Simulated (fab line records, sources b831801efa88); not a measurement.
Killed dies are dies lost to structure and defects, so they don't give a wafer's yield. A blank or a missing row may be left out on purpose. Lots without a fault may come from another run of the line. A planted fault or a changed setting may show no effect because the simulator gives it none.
Which tool did it? | flow sky130 | 10 lots, 30 wafers sampled, at 3 steps of a route of 708

WHAT THE GAUGES READ, wafer by wafer
SKY_METAL5_RS_MEAS_05: measures by four-point-probe.
lot  | measured     | on            | METAL5_ALCU_RS (ohm/sq)
L910 | day 44 01:34 | film_metro-02 | 0.02727 0.02747 0.02691
L913 | day 44 21:29 | film_metro-02 | 0.02712 0.02737 0.02707
L912 | day 44 23:25 | film_metro-04 | 0.02681 0.02708 0.02701
L914 | day 45 03:16 | film_metro-02 | 0.02705 0.0274 0.02708
L918 | day 46 15:44 | film_metro-02 | 0.02689 0.0269 0.02661
L916 | day 46 16:46 | film_metro-01 | 0.02698 0.02688 0.02698
L920 | day 46 17:55 | film_metro-01 | 0.0276 0.02766 0.02761
L921 | day 46 20:42 | film_metro-01 | 0.02703 0.02718 0.02701
L925 | day 48 05:05 | film_metro-02 | 0.02686 0.02691 0.02713
L927 | day 48 10:37 | film_metro-01 | 0.02787 0.02744 0.02779

WHICH TOOL RAN EACH LOT (tool, then ch and the chambers of the sampled wafers, then the start)
lot  | SKY_METAL5_SPUTTER_00        | SKY_METAL5_SPUTTER_01
L910 | pvd_sputter-01, day 44 01:20 | pvd_sputter-01, day 44 01:22
L913 | pvd_sputter-02, day 44 21:17 | pvd_sputter-02, day 44 21:19
L912 | pvd_sputter-02, day 44 23:13 | pvd_sputter-02, day 44 23:14
L914 | pvd_sputter-02, day 45 03:06 | pvd_sputter-02, day 45 03:08
L918 | pvd_sputter-01, day 46 15:34 | pvd_sputter-01, day 46 15:36
L916 | pvd_sputter-04, day 46 16:33 | pvd_sputter-04, day 46 16:34
L920 | pvd_sputter-02, day 46 17:44 | pvd_sputter-02, day 46 17:45
L921 | pvd_sputter-02, day 46 20:32 | pvd_sputter-02, day 46 20:34
L925 | pvd_sputter-04, day 48 04:56 | pvd_sputter-04, day 48 04:57
L927 | pvd_sputter-02, day 48 10:27 | pvd_sputter-02, day 48 10:28
- SKY_METAL5_SPUTTER_00: material Ti, target thk 15 nm, time 10 s.
- SKY_METAL5_SPUTTER_01: material TiN, target thk 20 nm, time 16.7 s.

WHAT THE TOOLS THEMSELVES READ (means of the sampled wafers that have a number; where no wafer has one, the mark that the record gives instead)
SKY_METAL5_SPUTTER_00.
lot  | tool           | throttle_valve_pct (%)
L910 | pvd_sputter-01 | 30.6
L913 | pvd_sputter-02 | 31.0
L912 | pvd_sputter-02 | 30.6
L914 | pvd_sputter-02 | 29.9
L918 | pvd_sputter-01 | 30.4
L916 | pvd_sputter-04 | 30.1
L920 | pvd_sputter-02 | 31.0
L921 | pvd_sputter-02 | 30.5
L925 | pvd_sputter-04 | 31.0
L927 | pvd_sputter-02 | 31.1

SKY_METAL5_SPUTTER_01.
lot  | tool           | throttle_valve_pct (%)
L910 | pvd_sputter-01 | 30.6
L913 | pvd_sputter-02 | 30.9
L912 | pvd_sputter-02 | 30.6
L914 | pvd_sputter-02 | 30.0
L918 | pvd_sputter-01 | 30.3
L916 | pvd_sputter-04 | 30.2
L920 | pvd_sputter-02 | 31.0
L921 | pvd_sputter-02 | 30.5
L925 | pvd_sputter-04 | 31.1
L927 | pvd_sputter-02 | 30.8

THE ANSWER, worked out from the rows above alone
Rule: what is usual is taken from the lots themselves. Put in order of their means at a reading, lots are off if they are a third of the lots or fewer, leave a main group of 4 or more, and stand apart from it by a gap of 3 or more times the standard deviation of the main group's means; of several such gaps the widest counts. A main group whose means are all the same, to the digits that the tables above print for the reading, isn't used. A lot without any number at a reading at which 4 lots or more have one is off too. The other lots that the step has rows for count as sound. The gauges are gone through in route order, then the tools' own readings, and for those a lot's mean is taken as printed above. The first step at which some lot is off is used, and at that step the reading that is off furthest; a lot without a number counts as furthest.
No lot is off at any reading shown: from this, nothing can be told.

WHAT THE SIMULATOR HAD PUT IN
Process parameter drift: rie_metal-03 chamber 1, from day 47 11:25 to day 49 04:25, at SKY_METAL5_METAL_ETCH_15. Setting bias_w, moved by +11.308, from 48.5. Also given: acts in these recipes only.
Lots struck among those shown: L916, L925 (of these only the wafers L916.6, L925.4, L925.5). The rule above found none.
